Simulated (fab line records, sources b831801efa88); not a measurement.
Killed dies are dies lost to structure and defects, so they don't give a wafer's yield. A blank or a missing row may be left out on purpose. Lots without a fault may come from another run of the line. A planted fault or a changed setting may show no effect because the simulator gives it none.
Chamber matching | flow sky130 | SKY_POLY_GATE_ETCH_17 on rie_si-01: 4 sister chambers
The step etches poly-Si in HBr/Cl2, stops on SiO2, target depth 180 nm, time 70.5 s. 17 wafers are shown with their chamber, then 8 later ones without.

WAFERS WITH THEIR CHAMBER
wafer  | chamber | drypump_motor_current_A (A) | run_length_s (s) | oes_product_au (a.u.)
L333.2 | 3       | 6.2                         | 98.9             | 0.973
L333.4 | 0       | 6.0                         | 98.8             | 0.978
L333.6 | 1       | 6.2                         | 97.9             | 0.985
L334.1 | 1       | 6.2                         | 98.3             | 0.986
L334.2 | 0       | 6.0                         | 98.6             | 0.970
L334.3 | 2       | 5.6                         | 99.0             | 0.978
L338.2 | 3       | 6.2                         | 98.4             | 0.983
L338.4 | 1       | 6.3                         | 97.9             | 0.977
L340.2 | 2       | 5.6                         | 99.4             | 0.983
L340.3 | 3       | 6.2                         | 98.4             | 0.980
L343.2 | 0       | 6.0                         | 99.5             | 0.985
L343.4 | 2       | 5.5                         | 99.3             | 0.968
L343.5 | 3       | 6.2                         | 98.3             | 0.976
L348.1 | 0       | 6.0                         | 99.4             | 0.978
L348.3 | 3       | 6.3                         | 98.2             | 0.978
L348.5 | 0       | 6.0                         | 98.6             | 0.981
L347.1 | 3       | 6.2                         | 98.3             | 0.977

SIGNATURES (means of the wafers above)
reading                 | chamber 0 | chamber 1 | chamber 2 | chamber 3 | scatter within a chamber
drypump_motor_current_A | 6.000     | 6.233     | 5.567     | 6.217     | 0.0408
run_length_s            | 98.980    | 98.033    | 99.233    | 98.417    | 0.313
oes_product_au          | 0.97840   | 0.98267   | 0.97633   | 0.97783   | 0.00515
Rule: a wafer's distance from a chamber is the root of the sum, over the readings, of the square of ((its reading less the chamber's mean) divided by the reading's scatter). The wafer belongs to the nearest chamber; if the next one is less than 2 further off, it can't be placed. The scatter: the root of (the sum of the squares of (reading less its chamber's mean) over the shown wafers, divided by (wafers less chambers)).

WAFERS WITHOUT THEIR CHAMBER
wafer  | drypump_motor_current_A (A) | run_length_s (s) | oes_product_au (a.u.)
L347.2 | 6.0                         | 98.7             | 0.983
L347.4 | 6.2                         | 98.0             | 0.977
L345.1 | 6.2                         | 98.1             | 0.972
L345.3 | 6.0                         | 98.6             | 0.968
L345.4 | 6.2                         | 98.7             | 0.965
L352.1 | 6.2                         | 98.6             | 0.976
L352.3 | 6.2                         | 98.3             | 0.978
L352.4 | 6.0                         | 98.6             | 0.978

WHICH CHAMBER EACH WENT THROUGH
wafer  | from the rows above     | in truth
L347.2 | 0                       | 0
L347.4 | can't be placed: 1 or 3 | 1
L345.1 | can't be placed: 3 or 1 | 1
L345.3 | 0                       | 0
L345.4 | can't be placed: 3 or 1 | 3
L352.1 | can't be placed: 3 or 1 | 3
L352.3 | can't be placed: 3 or 1 | 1
L352.4 | 0                       | 0
Placed correctly: 3 of 8. Can't be placed from these rows: 5 (the true chamber is among the candidates in 5). Placed wrongly: 0.
